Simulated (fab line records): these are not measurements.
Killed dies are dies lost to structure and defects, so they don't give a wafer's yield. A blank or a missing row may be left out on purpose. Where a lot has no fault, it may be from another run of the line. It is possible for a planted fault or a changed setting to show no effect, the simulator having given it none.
Problem report, 8D (eight disciplines) form, completed by code / flow sky130 / the parts of the form that need people (team, actions taken, sign-off) are left out

## 1. THE PROBLEM
Across 9 wafers from 3 lots, LDD_P_TW at SKY_LDD_P_TW_MEAS_11 averages 714, while fault-free wafers read 636 with a standard deviation of 4.3. That puts it +18 standard deviations away from the usual mean.
The first sign was on wafer L411.1 at day 22 03:53, on film metro-04. Wafers with a number at this step in the record: 38, from 13 lots. Rule for "out", or "out of limits": more than 4 standard deviations from the usual mean. The other wafers with a number count as sound.

## 2. WHAT IT IS AND WHAT IT IS NOT
question=which readings at this step | is=LDD_P_TW | is not=-
question=which lots | is=L411, L414, L415 | is not=L406, L408, L413, L421, L422, L423, L424, L425, L427, L428
question=which wafers of those lots | is=all that have a number | is not=-
question=read on which gauges | is=film metro-03, film metro-04 | is not=film metro-02
question=when | is=from day 22 03:53 | is not=up to then (6 sound wafers); but 23 sound wafers of L413, L421, L422, L423, L424, L425, L427, L428 came after

## 3. WHAT RULES OUT EACH SUSPECT
Counting: a tool at a process step up to the reading stays a suspect if it ran every lot that is out and no sound lot after the first of them.
- ruled out: the gauge at SKY_LDD_P_TW_MEAS_11. Those wafers that are out were read across 2 gauges (film metro-03, film metro-04).
- implanter-04 at SKY_LDD_P_IMPLANT_09: ruled out as a lasting fault. Sound lots L425 ran on it after its first lot that is out, L411 (day 22 03:38).
Left after counting: nothing in the record.

## 4. THE CAUSE (what the simulator had put in)
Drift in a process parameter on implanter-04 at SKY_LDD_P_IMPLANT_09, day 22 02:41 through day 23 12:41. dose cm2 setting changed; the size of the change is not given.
The count ruled it out by mistake, since the rule takes a fault to strike every lot its tool runs from the start of the fault on, and this one did not do so.

## 5. THE EFFECT CHAIN, in route order
Each row: a reading whose mean over the struck wafers that have a number lies more than 3 standard deviations from the usual. Readings are gone through only where the record gives a usual standard deviation; hours: the median, over the lots, of the time from a lot's start at the first step in this table giving one to that lot's start at this step; sigmas: the change measured in usual standard deviations.
hours=0; step=SKY_LDD_P_IMPLANT_09; reading=dose ions cm2; usual=9.999e+12; on struck wafers=1.433e+13; change=+4.327e+12; sigmas=+99 or more
hours=0; step=SKY_LDD_P_IMPLANT_09; reading=faraday current uA; usual=56.4; on struck wafers=80.8; change=+24.4; sigmas=+20
hours=0; step=SKY_LDD_P_TW_MEAS_11; reading=LDD_P_TW; usual=636; on struck wafers=714; change=+78; sigmas=+18
The process steps in it:
- SKY_LDD_P_IMPLANT_09
At these later measuring or inspecting steps, every struck wafer for which the step has a row has a number for every such reading, and none has moved that far: SKY_CONTACT_THK_MEAS_03, SKY_CONTACT_BOW_MEAS_05.

## 6. WHAT WOULD HAVE CAUGHT IT SOONER
In this record the first reading out of limits at a measuring or inspecting step was taken at day 22 03:53, 1 hour after the fault began at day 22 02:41.
The tool's own readings at SKY_LDD_P_IMPLANT_09 were out on every struck wafer that the step has a row for (dose ions cm2, faraday current uA): an alarm limit on them would have fired on the first of those.
